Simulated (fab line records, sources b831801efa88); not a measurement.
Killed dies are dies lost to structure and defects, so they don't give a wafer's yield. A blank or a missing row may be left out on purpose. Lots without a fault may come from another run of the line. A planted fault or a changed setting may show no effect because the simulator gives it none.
fab line records | flow sfq_line
record lots=6 wafers=18 last_day=80
route steps=325 shown INCOMING@1 L0@3 L0V@16 M0@28 M8@325
lots that met no fault: from a run of the same line without faults
start_h: hours from the record's first day to the start of the lot's first wafer shown | wait_h: hours since the lot's step before | " the same as in the row above | L1.1+2: a row that stands for several wafers | - no value, or no start given | * or withheld: withheld | < > ~ a bound
route shown NAME@n: a module of which the file shows steps, and the number in the route of the first | usual: mean/standard deviation of fault-free wafers | same: alike in all rows | chamber/n: place in a boat | sites: the reading at each site | _std_site: their standard deviation | _edge_site: outer sites' mean less inner sites' | radius_mm: how far each site lies from the wafer's centre | mask NAME#n: copy n | behind: the tool/chamber that last shaped the wafer | hold: why the lot was held/for how many hours/how that ended | device: the transistor (n, p or np) that didn't switch | end of line: the same wafers' tests at the end of the route | a step without rows: its recipe alone | killed: dies lost to structure and defects at the first sort, not the wafer's yield | map: a wafer's dies, x killed, . not, _ none there
set.NAME: the setting as run; set.NAME@STEP: as run at that earlier step | model.NAME: the simulator's own value behind a step, which no gauge read
lots at some steps of the route; a table a step, a row a wafer
services: from which hour (start_h, from the record's first day; less than 0 if before it) a tool's chamber was out of use, for how many hours, and why
## steps
# step SFQ_INCOMING_BOW_MEAS_900
# recipe mode=bow
# usual INCOMING_BOW=0/7
# columns lot.wafer tool chamber start_h wait_h INCOMING_BOW[um]
L749.1 film_metro-02 - 35.00 - -10
L749.3 " - " " 13
L749.5 " - " " 4
L760.1 film_metro-01 - 90.00 - -8
L760.4 " - " " 10
L760.5 " - " " -1
L762.2 film_metro-02 - 100.02 - -7
L762.4 " - " " 1
L762.6 " - " " 1
L764.1 film_metro-02 - 110.00 - -4
L764.3 " - " " -4
L764.4 " - " " 9
L766.4 film_metro-01 - 120.06 - -1
L766.5 " - " " -8
L766.6 " - " " 5
L767.1 film_metro-02 - 125.00 - -7
L767.2 " - " " 1
L767.5 " - " " 5
# step SFQ_TRILAYER_INCOMING_OXIDATION_002
# recipe temp_c=1000 ambient=H2O target_thk_a=5000 p_h2o_torr=720 ox_time_s=4939
# step SFQ_TRILAYER_L0_DEP_SPUTTER_003
# recipe material=MoNx_KI base_pressure_pa=1.33e-06 target_thk_nm=40 power_w=800 time_s=100 chamber_pressure_pa=0.4
# usual throttle_valve_pct=29.7/0.9
# columns lot.wafer tool chamber start_h wait_h throttle_valve_pct model.MoNx_KI_of_TRILAYER_L0_DEP_SPUTTER_003.thk_nm
L749.1 pvd_sputter-05 - 37.49 0.0 28.6 40.27
L749.3 " - " " 29.3 40.42
L749.5 " - " " 29.4 41.02
L760.1 pvd_sputter-04 - 92.49 0.0 30.6 40.24
L760.4 " - " " 32.0 40.16
L760.5 " - " " 30.7 39.96
L762.2 pvd_sputter-04 - 102.49 0.0 30.7 39.75
L762.4 " - " " 30.9 73.9
L762.6 " - " " 32.3 39.93
L764.1 pvd_sputter-04 - 112.49 0.0 30.9 39.13
L764.3 " - " " 29.1 73.52
L764.4 " - " " 31.1 73.39
L766.4 pvd_sputter-06 - 122.49 0.0 29.3 39.98
L766.5 " - " " 30.6 39.73
L766.6 " - " " 29.1 39.7
L767.1 pvd_sputter-05 - 127.49 0.0 29.1 40.37
L767.2 " - " " 29.8 40.53
L767.5 " - " " 29.6 40.78
# step SFQ_L0_RS_MEAS_901
# recipe thk_meas_gauge=four-point-probe reads=MoNx_KI_of_TRILAYER_L0_DEP_SPUTTER_003
# usual L0_MONX_KI_RS=43.5/0.45
# columns lot.wafer tool chamber start_h wait_h hold L0_MONX_KI_RS[ohm/sq]
L749.1 film_metro-03 - 37.56 0.0 - 43.3
L749.3 " - " " - 43.0
L749.5 " - " " - 42.4
L760.1 film_metro-01 - 92.56 0.0 - 43.2
L760.4 " - " " - 43.2
L760.5 " - " " - 43.4
L762.2 film_metro-03 - 102.59 0.1 await_dispo/0.2h/release 43.8
L762.4 " - " " await_dispo/0.2h/release 23.5
L762.6 " - " " await_dispo/0.2h/release 43.6
L762.2 film_metro-03 - 102.88 0.3 - 43.8
L762.4 " - " " - 23.5
L762.6 " - " " - 43.5
L764.1 film_metro-03 - 112.56 0.0 await_dispo/0.2h/release 44.5
L764.3 " - " " await_dispo/0.2h/release 23.7
L764.4 " - " " await_dispo/0.2h/release 23.8
L764.1 film_metro-03 - 112.85 0.3 - 44.4
L764.3 " - " " - 23.7
L764.4 " - " " - 23.7
L766.4 film_metro-01 - 122.62 0.1 - 43.5
L766.5 " - " " - 43.7
L766.6 " - " " - 43.7
L767.1 film_metro-03 - 127.56 0.0 - 43.1
L767.2 " - " " - 43.0
L767.5 " - " " - 42.6
# step SFQ_L0_THK_MEAS_902
# recipe thk_meas_gauge=xrf reads=MoNx_KI_of_TRILAYER_L0_DEP_SPUTTER_003
# usual L0_MONX_KI_THK=39.4/0.45
# columns lot.wafer tool chamber start_h wait_h hold L0_MONX_KI_THK[nm]
L749.1 film_metro-03 - 37.68 0.1 - 39.4
L749.3 " - " " - 39.7
L749.5 " - " " - 40.2
L760.1 film_metro-01 - 92.68 0.1 - 39.7
L760.4 " - " " - 39.6
L760.5 " - " " - 39.2
L762.2 film_metro-03 - 108.22 5.3 await_dispo/0.2h/release 39.4
L762.4 " - " " await_dispo/0.2h/release 73.1
L762.6 " - " " await_dispo/0.2h/release 39.3
L762.2 film_metro-03 - 108.45 0.2 - 39.2
L762.4 " - " " - 72.9
L762.6 " - " " - 39.4
L764.1 film_metro-03 - 117.55 4.7 await_dispo/0.2h/release 38.9
L764.3 " - " " await_dispo/0.2h/release 72.6
L764.4 " - " " await_dispo/0.2h/release 72.0
L764.1 film_metro-03 - 117.78 0.2 - 38.5
L764.3 " - " " - 72.6
L764.4 " - " " - 72.6
L766.4 film_metro-01 - 122.71 0.1 - 39.5
L766.5 " - " " - 39.2
L766.6 " - " " - 39.1
L767.1 film_metro-03 - 127.68 0.1 - 39.6
L767.2 " - " " - 39.9
L767.5 " - " " - 39.9
# step SFQ_TRILAYER_L0_LITHO_COAT_005
# recipe resist=KrF spin_rpm=3000 resist_thk_nm=600
# step SFQ_TRILAYER_L0_LITHO_SOFTBAKE_009
# recipe temp_c=withheld time_s=withheld resist=KrF
# step SFQ_TRILAYER_L0_LITHO_EXPOSE_006
# recipe mask_id=L0 na=0.6 source_shape=conventional sigma_outer=0.65 target_cd_nm=2000 dose_mj=14.4
# step SFQ_TRILAYER_L0_LITHO_PEB_008
# recipe peb_temp_c=115 peb_time_s=60 resist=KrF
# step SFQ_TRILAYER_L0_LITHO_DEVELOP_007
# recipe time_s=60 resist=KrF
# step SFQ_TRILAYER_L0_BARC_OPEN_METAL_ETCH_010
# recipe mask_material=PR chemistry=O2 target_depth_nm=125 target=BARC icp_w=600 bias_w=80 pressure_mtorr=10 time_s=41.7
# usual drypump_motor_current_A=5.9/0.59 oes_product_au=0.685/0.0046
# columns lot.wafer tool chamber start_h wait_h drypump_motor_current_A oes_product_au rf_hours_counter_h
L749.1 rie_metal-02 1 112.60 0.1 6.3 0.686 94
L749.3 " 0 " " 6.6 0.686 -
L749.5 " 0 " " 6.6 0.680 -
L760.1 rie_metal-01 1 171.97 0.1 6.3 0.684 59
L760.4 " 0 " " 5.3 0.689 -
L760.5 " 1 " " 6.3 0.687 -
L762.2 rie_metal-02 1 183.97 0.1 6.3 0.681 106
L762.4 " 0 " " 6.6 0.688 -
L762.6 " 0 " " 6.6 0.681 -
L764.1 rie_metal-01 1 205.94 0.1 6.3 0.694 64
L764.3 " 0 " " 5.3 0.685 -
L764.4 " 1 " " 6.3 0.691 -
L766.4 rie_metal-01 0 219.36 0.1 5.3 0.682 -
L766.5 " 1 " " 6.3 0.680 -
L766.6 " 0 " " 5.3 0.682 -
L767.1 rie_metal-02 1 227.55 0.1 6.3 0.681 111
L767.2 " 0 " " 6.6 0.678 60
L767.5 " 0 " " 6.6 0.691 -
# step SFQ_TRILAYER_L0_ETCH_METAL_ETCH_008
# recipe target=MoNx_KI stop_on=SiO2 mask_material=PR chemistry=SF6/O2 target_depth_nm=50 icp_w=600 bias_w=80 pressure_mtorr=10 time_s=25
# usual drypump_motor_current_A=5.9/0.59 oes_product_au=0.874/0.0063
# columns lot.wafer tool chamber start_h wait_h drypump_motor_current_A oes_product_au rf_hours_counter_h
L749.1 rie_metal-02 1 112.66 0.0 6.3 0.880 94
L749.3 " 0 " " 6.6 0.870 -
L749.5 " 0 " " 6.6 0.886 -
L760.1 rie_metal-01 1 172.02 0.0 6.3 0.873 59
L760.4 " 0 " " 5.3 0.872 -
L760.5 " 1 " " 6.3 0.871 -
L762.2 rie_metal-02 1 184.02 0.0 6.3 0.875 106
L762.4 " 0 " " 6.6 1.001 -
L762.6 " 0 " " 6.5 0.870 -
L764.1 rie_metal-01 1 206.00 0.0 6.3 0.858 64
L764.3 " 0 " " 5.3 0.998 -
L764.4 " 1 " " 6.3 0.999 -
L766.4 rie_metal-01 0 219.42 0.0 5.3 0.878 -
L766.5 " 1 " " 6.3 0.882 -
L766.6 " 0 " " 5.3 0.874 -
L767.1 rie_metal-02 1 227.61 0.0 6.3 0.876 111
L767.2 " 0 " " 6.5 0.886 60
L767.5 " 0 " " 6.5 0.879 -
# step SFQ_TRILAYER_L0_STRIP_STRIP_009
# recipe gas=O2 power_w=200 platen_temp_c=40 overash_fraction=0.65 chemistry=O2 pressure_mtorr=50
# usual drypump_motor_current_A=5.9/0.59 oes_product_au=1.001/0.0077
# same overash_fraction=0.65
# columns lot.wafer tool chamber start_h wait_h drypump_motor_current_A oes_product_au rf_hours_counter_h
L749.1 rie_metal-02 1 112.70 0.0 6.3 1.016 94
L749.3 " 0 " " 6.5 0.990 -
L749.5 " 0 " " 6.5 0.991 -
L760.1 rie_metal-01 1 172.07 0.0 6.3 0.996 59
L760.4 " 0 " " 5.3 0.998 -
L760.5 " 1 " " 6.3 0.985 -
L762.2 rie_metal-02 1 184.07 0.0 6.3 1.003 106
L762.4 " 0 " " 6.5 0.991 -
L762.6 " 0 " " 6.5 0.988 -
L764.1 rie_metal-01 1 206.04 0.0 6.3 1.008 64
L764.3 " 0 " " 5.3 1.006 -
L764.4 " 1 " " 6.3 1.006 -
L766.4 rie_metal-01 0 219.65 0.2 5.3 0.988 -
L766.5 " 1 " " 6.3 0.992 -
L766.6 " 0 " " 5.3 1.001 -
L767.1 rie_metal-02 1 227.66 0.0 6.3 0.998 111
L767.2 " 0 " " 6.5 0.995 60
L767.5 " 0 " " 6.5 1.001 -
# step SFQ_TRILAYER_L0_STRIP_SOLV_CLEAN_010
# recipe chemistry=NMP temp_c=70 time_s=600
# step SFQ_TRILAYER_L0_CAP_PECVD_011
# recipe material=SiO2 temp_c=150 time_s=13.333 pressure_torr=2.4 rf_w=183.3 precursor=SiH4/N2O target_thk_nm=60
# usual heater_power_outer_w=28/7.8 heater_power_w=82/13 throttle_valve_pct=24.4/1.4
# columns lot.wafer tool chamber start_h wait_h heater_power_outer_w heater_power_w throttle_valve_pct
L749.1 pecvd-03 0 113.48 0.0 29 85 24.2
L749.3 " 2 " " 18 59 22.2
L749.5 " 0 " " 17 66 23.9
L760.1 pecvd-03 0 172.85 0.0 30 82 24.3
L760.4 " 1 " " 24 80 24.8
L760.5 " 0 " " 30 83 24.1
L762.2 pecvd-01 0 184.86 0.0 34 93 26.0
L762.4 " 1 " " 36 102 25.3
L762.6 " 0 " " 34 93 25.9
L764.1 pecvd-03 0 206.82 0.0 24 76 24.1
L764.3 " 1 " " 19 70 24.3
L764.4 " 0 " " 24 74 24.5
L766.4 pecvd-03 2 220.24 0.0 13 53 22.3
L766.5 " 0 " " 24 75 24.5
L766.6 " 1 " " 24 79 24.7
L767.1 pecvd-01 2 228.43 0.0 35 82 27.0
L767.2 " 0 " " 35 93 25.6
L767.5 " 2 " " 35 85 26.8
# step SFQ_TRILAYER_L0_VIA_LITHO_COAT_018
# recipe resist=BARC spin_rpm=3000 resist_thk_nm=62
# step SFQ_TRILAYER_L0_VIA_LITHO_COAT_013
# recipe resist=KrF spin_rpm=3000 resist_thk_nm=650
# step SFQ_TRILAYER_L0_VIA_LITHO_SOFTBAKE_017
# recipe temp_c=withheld time_s=withheld resist=KrF
# step SFQ_TRILAYER_L0_VIA_LITHO_EXPOSE_014
# recipe mask_id=L0V na=0.6 source_shape=conventional sigma_outer=0.65 target_cd_nm=700 dose_mj=21.3
# step SFQ_TRILAYER_L0_VIA_LITHO_PEB_016
# recipe peb_temp_c=115 peb_time_s=60 resist=KrF
# step SFQ_TRILAYER_L0_VIA_LITHO_DEVELOP_015
# recipe time_s=60 resist=KrF
# step SFQ_L0V_OVL_MEAS_903
# usual L0V_OVL=-2/5.2
# columns lot.wafer tool chamber start_h wait_h L0V_OVL[nm]
L749.1 overlay-02 - 207.14 0.1 0
L749.3 " - " " -2
L749.5 " - " " -1
L760.1 overlay-01 - 282.04 0.1 1
L760.4 " - " " -6
L760.5 " - " " -4
L762.2 overlay-01 - 293.15 0.1 -9
L762.4 " - " " -9
L762.6 " - " " -3
L764.1 overlay-02 - 326.83 0.1 0
L764.3 " - " " -6
L764.4 " - " " -1
L766.4 overlay-01 - 341.37 0.1 -3
L766.5 " - " " -4
L766.6 " - " " -1
L767.1 overlay-01 - 350.95 0.1 7
L767.2 " - " " 3
L767.5 " - " " 3
# step SFQ_TRILAYER_L0_VIA_BARC_OPEN_VIA_ETCH_021
# recipe mask_material=PR chemistry=O2 target_depth_nm=125 target=BARC source_w=500 bias_w=80 pressure_mtorr=30 time_s=41.7
# step SFQ_TRILAYER_L0_VIA_ETCH_VIA_ETCH_016
# recipe target=SiO2 stop_on=MoNx_KI mask_material=PR chemistry=CHF3 target_depth_nm=80 source_w=500 bias_w=80 pressure_mtorr=30 time_s=withheld
# usual drypump_motor_current_A=5.7/0.53 oes_product_au=0.843/0.0072
# columns lot.wafer tool chamber start_h wait_h drypump_motor_current_A oes_product_au
L749.1 rie_diel-04 2 207.21 0.0 4.9 0.851
L749.3 " 1 " " 5.6 0.834
L749.5 " 0 " " 5.0 0.861
L760.1 rie_diel-01 2 282.11 0.0 5.6 0.847
L760.4 " 3 " " 6.1 0.864
L760.5 " 0 " " 6.6 0.863
L762.2 rie_diel-02 2 293.22 0.0 6.1 0.835
L762.4 " 3 " " 5.2 0.842
L762.6 " 3 " " 5.2 0.851
L764.1 rie_diel-02 3 326.90 0.0 5.2 0.839
L764.3 " 0 " " 5.3 0.850
L764.4 " 2 " " 6.1 0.844
L766.4 rie_diel-01 1 341.43 0.0 6.2 0.838
L766.5 " 0 " " 6.6 0.835
L766.6 " 3 " " 6.0 0.840
L767.1 rie_diel-04 3 351.03 0.0 6.3 0.835
L767.2 " 0 " " 5.0 0.838
L767.5 " 1 " " 5.6 0.848
# step SFQ_TRILAYER_L0_VIA_STRIP_STRIP_017
# recipe gas=O2 power_w=200 platen_temp_c=40 overash_fraction=0.65 chemistry=O2 pressure_mtorr=50
# usual drypump_motor_current_A=5.6/0.49 oes_product_au=0.999/0.0077
# same overash_fraction=0.65
# columns lot.wafer tool chamber start_h wait_h drypump_motor_current_A oes_product_au rf_hours_counter_h
L749.1 rie_metal-03 0 207.26 - 5.5 1.003 161
L749.3 " 1 " " 6.1 1.002 -
L749.5 " 1 " " 6.1 0.985 -
L760.1 rie_metal-03 1 282.16 - 6.1 0.998 52
L760.4 " 1 " " 6.1 0.988 -
L760.5 " 0 " " 5.4 1.004 -
L762.2 rie_metal-01 0 293.26 - 5.3 1.007 100
L762.4 " 1 " " 6.3 1.006 -
L762.6 " 0 " " 5.3 1.004 -
L764.1 rie_metal-04 0 326.95 - 5.6 1.009 158
L764.3 " 1 " " 4.8 0.998 -
L764.4 " 0 " " 5.6 0.998 -
L766.4 rie_metal-04 1 341.67 - 4.7 1.015 -
L766.5 " 1 " " 4.8 1.010 -
L766.6 " 0 " " 5.6 0.999 -
L767.1 rie_metal-01 1 351.07 - 6.3 1.011 89
L767.2 " 0 " " 5.3 1.003 109
L767.5 " 0 " " 5.3 1.016 -
# step SFQ_TRILAYER_L0_VIA_STRIP_SOLV_CLEAN_018
# recipe chemistry=NMP temp_c=70 time_s=600
# step SFQ_TRILAYER_M0_DEP_PRE_CLEAN_020
# recipe gas=Ar time_s=15 bias_v=250
# step SFQ_TRILAYER_M0_DEP_SPUTTER_019
# recipe material=Nb base_pressure_pa=1.33e-06 chamber_pressure_pa=0.1333 substrate_temp_c=20 resputter_cathode_voltage_v=400 target_thk_nm=200 power_w=2000 time_s=133.3
# step SFQ_M0_RS_MEAS_904
# recipe thk_meas_gauge=four-point-probe reads=Nb_of_TRILAYER_M0_DEP_SPUTTER_019
# usual M0_NB_RS=0.885/0.0092
# columns lot.wafer tool chamber start_h wait_h M0_NB_RS[ohm/sq]
L749.1 film_metro-03 - 208.15 0.0 0.901
L749.3 " - " " 0.881
L749.5 " - " " 0.887
L760.1 film_metro-04 - 283.05 0.0 0.880
L760.4 " - " " 0.869
L760.5 " - " " 0.876
L762.2 film_metro-04 - 294.17 0.1 0.882
L762.4 " - " " 0.882
L762.6 " - " " 0.886
L764.1 film_metro-04 - 327.84 0.0 0.888
L764.3 " - " " 0.877
L764.4 " - " " 0.879
L766.4 film_metro-04 - 342.44 0.1 0.889
L766.5 " - " " 0.884
L766.6 " - " " 0.890
L767.1 film_metro-01 - 351.96 0.0 0.866
L767.2 " - " " 0.885
L767.5 " - " " 0.868
# step SFQ_TRILAYER_M0_LITHO_COAT_026
# recipe resist=BARC spin_rpm=3000 resist_thk_nm=62
# step SFQ_M8_BOW_MEAS_951
# recipe mode=bow
# usual M8_BOW=11/11
# columns lot.wafer tool chamber start_h wait_h M8_BOW[um] model.etest.l0.ohm_sq model.etest.l0.comb_log10_ohm
L749.1 film_metro-03 - 1843.99 0.0 7 43.16 12
L749.3 " - " " 29 43 12
L749.5 " - " " 21 42.37 12
L760.1 film_metro-03 - 1874.33 0.0 5 43.19 12
L760.4 " - " " 23 43.28 12
L760.5 " - " " 13 43.5 12
L762.2 film_metro-03 - 1910.04 0.0 7 43.73 12
L762.4 " - " " 16 23.52 0
L762.6 " - " " 15 43.52 12
L764.1 film_metro-02 - 1913.62 0.0 11 44.42 12
L764.3 " - " " 11 23.64 0
L764.4 " - " " 23 23.68 0
L766.4 film_metro-03 - 1916.08 0.1 10 43.47 12
L766.5 " - " " 3 43.75 12
L766.6 " - " " 16 43.78 12
L767.1 film_metro-02 - 1917.05 0.0 -12 43.05 12
L767.2 " - " " -3 42.88 12
L767.5 " - " " 0 42.62 12
## services
# columns tool chamber start_h hours kind
rie_diel-01 0 15.53 1.6 repair
rie_diel-02 0 22.47 11.2 repair
rie_diel-02 2 36.46 10.2 repair
rie_diel-01 0 39.11 18.6 repair
pecvd-03 - 40.56 3.0 repair
rie_diel-04 3 40.56 2.5 repair
rie_metal-03 1 55.53 4.2 repair
pvd_sputter-05 - 66.03 1.2 repair
rie_diel-02 - 70.47 0.4 repair
rie_diel-01 0 73.87 3.0 repair
pecvd-01 - 75.16 2.8 pm
pvd_sputter-04 - 131.05 4.6 repair
rie_metal-03 - 132.03 0.6 repair
rie_metal-01 - 140.92 2.8 pm
pecvd-03 - 145.32 4.3 pm
rie_diel-04 0 147.63 1.4 repair
pvd_sputter-05 - 169.41 7.6 repair
rie_diel-04 2 170.73 32.8 repair
rie_diel-04 1 173.44 2.9 repair
pecvd-01 2 198.35 7.2 repair
pecvd-03 2 210.96 6.2 repair
rie_metal-02 - 211.55 14.6 pm
rie_metal-04 - 213.85 2.8 pm
pvd_sputter-04 - 221.30 9.7 repair
## key
first_sign step=SFQ_L0_RS_MEAS_901 reading=visit direction=added
effect step=SFQ_L0_RS_MEAS_901 reading=L0_MONX_KI_RS direction=down sigmas=44 usual=43.5 struck=23.7
effect step=SFQ_L0_THK_MEAS_902 reading=visit direction=added
effect step=SFQ_L0_THK_MEAS_902 reading=L0_MONX_KI_THK direction=up sigmas=73 usual=39.4 struck=72.5
effect step=SFQ_TRILAYER_L0_ETCH_METAL_ETCH_008 reading=oes_product_au direction=up sigmas=20 usual=0.874 struck=0.999
model_effect step=SFQ_TRILAYER_L0_DEP_SPUTTER_003 value=MoNx_KI_of_TRILAYER_L0_DEP_SPUTTER_003.thk_nm without=39.92 struck=73.6
model_effect step=SFQ_M8_BOW_MEAS_951 value=etest.l0.ohm_sq without=43.53 struck=23.61
met_at SFQ_TRILAYER_L0_DEP_SPUTTER_003
struck_wafers L762.4,L764.3,L764.4
onset_between 92.49 102.49
fault kind=process_parameter_drift tool=pvd_sputter-04 chamber=- onset_h=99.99 steps=SFQ_TRILAYER_L0_DEP_SPUTTER_003 channel=target_thk_nm offset=33.677 shape=step end_h=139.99 scope=struck_wafers_only acts_in=these_recipes_only stated=40
